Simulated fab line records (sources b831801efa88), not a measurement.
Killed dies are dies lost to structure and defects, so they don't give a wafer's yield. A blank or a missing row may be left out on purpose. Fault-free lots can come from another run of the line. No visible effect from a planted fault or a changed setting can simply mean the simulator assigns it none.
Problem report, 8D (eight disciplines) form, completed by code | flow gf180mcu | the parts of the form that need people (team, actions taken, sign-off) are left out

1. THE ISSUE
VT_IMPLANT_2_TW at GF_VT_IMPLANT_TW_MEAS_21 reads a mean of 1162 on 6 wafers of 2 lots; wafers without a fault read 1216 with a standard deviation of 9.5. That puts it -5.7 standard deviations away from the usual mean.
Earliest sighting: wafer L554.1 on film metro-03 at day 8 22:10. The record has a number at this step for 39 wafers belonging to 13 lots. Rule for "out" (also "out of limits"): further than 4 standard deviations from the usual mean. Any other wafer with a number is counted as sound.

2. WHAT IT IS, AND WHAT IT ISN'T
question                    | is                           | is not
which readings at this step | VT_IMPLANT_2_TW              | -
which lots                  | L554, L557                   | L543, L544, L545, L546, L548, L549, L551, L553, L555, L563, L565
which wafers of those lots  | all that have a number       | -
read on which gauges        | film metro-02, film metro-03 | film metro-01
when                        | from day 8 22:10             | up to then (24 sound wafers); but 9 sound wafers of L555, L563, L565 came after

3. WHAT RULES OUT EACH SUSPECT
Counting: a tool at a process step up to the reading stays a suspect if it ran every lot that is out and no sound lot after the first of them.
- the gauge at GF_VT_IMPLANT_TW_MEAS_21 has been ruled out. 2 gauges (film metro-02, film metro-03) read the wafers that are out.
- implanter-03 at GF_VT_IMPLANT_IMPLANT_19: kept. All lots that are out passed through it, beginning with L554 at day 8 21:55, and no sound lot followed; its final sound lot before that point was L553 at day 8 15:43. On those wafers its own readings are out: beam energy keV.
Remaining after the count: implanter-03 at GF_VT_IMPLANT_IMPLANT_19.

4. THE CAUSE (what the simulator had put in)
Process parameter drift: implanter-03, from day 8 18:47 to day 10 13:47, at GF_VT_IMPLANT_IMPLANT_19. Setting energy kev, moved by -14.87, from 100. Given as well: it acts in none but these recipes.
Counting left only this tool.

5. SEQUENCE OF EFFECTS, ordered by route
Rows list readings where the struck wafers' mean (over those with a number) sits beyond 3 standard deviations from the usual. Readings are gone through only where the record gives a usual standard deviation; hours: the median, over the lots, of the time from a lot's start at the first step in this table giving one to that lot's start at this step; sigmas: the change measured in usual standard deviations.
hours | step                     | reading         | usual  | on struck wafers | change | sigmas
0     | GF_VT_IMPLANT_IMPLANT_19 | beam energy keV | 100.01 | 85.15            | -14.86 | -99 or more
0     | GF_VT_IMPLANT_TW_MEAS_21 | VT_IMPLANT_2_TW | 1216   | 1162             | -54    | -5.7
The process steps in it:
- GF_VT_IMPLANT_IMPLANT_19
Later measuring or inspecting steps at which every struck wafer that the step has a row for has a number for every such reading, and none has moved that far: GF_SAB_CD_MEAS_09.

6. WHAT WOULD HAVE CAUGHT IT SOONER
3 hours passed between the start of the fault at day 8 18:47 and the first reading out of limits at a measuring or inspecting step in this record, taken at day 8 22:10.
At GF_VT_IMPLANT_IMPLANT_19, the tool's own readings (beam energy keV) were out on each struck wafer the step has a row for, so an alarm limit on them would have fired on the first such wafer.
Among the 2 lots that are out, L557 began GF_VT_IMPLANT_IMPLANT_19 on implanter-03 after day 8 22:10. Holding the tool at that time would have saved it.
